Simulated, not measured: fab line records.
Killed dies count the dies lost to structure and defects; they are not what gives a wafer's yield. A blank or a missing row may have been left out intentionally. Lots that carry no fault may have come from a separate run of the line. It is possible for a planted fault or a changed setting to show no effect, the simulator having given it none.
Matching of chambers -- flow gf180mcu -- GF_CONTACT_CMP_27 on cmp-02: 4 sister chambers
The step polishes, stops on SiO2, t overpolish 15 s, target thk 0 nm. 8 wafers are shown with their chamber, then 7 later ones without.

## WAFERS, EACH WITH ITS CHAMBER
wafer,chamber,motor current A (A),slurry flow ml min
L288.6,1,10.8,149.4
L294.2,0,10.5,150.0
L294.3,1,11.3,149.1
L294.4,3,12.0,149.7
L302.3,0,11.0,150.7
L302.6,2,12.5,149.8
L305.3,2,12.4,150.0
L305.4,3,12.3,149.7

## WAFERS WHOSE CHAMBER IS MISSING
wafer,motor current A (A),slurry flow ml min
L305.5,10.9,149.8
L307.2,12.8,149.5
L307.3,10.7,149.7
L307.5,10.9,150.8
L309.2,12.1,149.4
L309.5,12.7,150.4
L309.6,11.1,149.4

## WHICH CHAMBER EACH ONE RAN IN
wafer,from the rows above,in truth
L305.5,can't be placed: 0 or 1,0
L307.2,can't be placed: 2 or 3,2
L307.3,can't be placed: 1 or 0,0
L307.5,0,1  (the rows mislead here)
L309.2,can't be placed: 3 or 2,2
L309.5,can't be placed: 2 or 3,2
L309.6,1,1
Correct placement for 1 of the 7. Not placeable from these rows: 5 (in 5, the candidates include the true chamber). Wrongly placed: 1.
How it was worked out, from the rows above alone: a wafer's distance from a chamber is the root of the sum, over the readings, of the square of ((its reading less the chamber's mean) divided by the reading's scatter). The wafer belongs to the nearest chamber; if the next one is less than 2 further off, it can't be placed. A chamber's mean is the mean of its shown wafers. The scatter: the root of (the sum of the squares of (reading less its chamber's mean) over the shown wafers, divided by (wafers less chambers)).
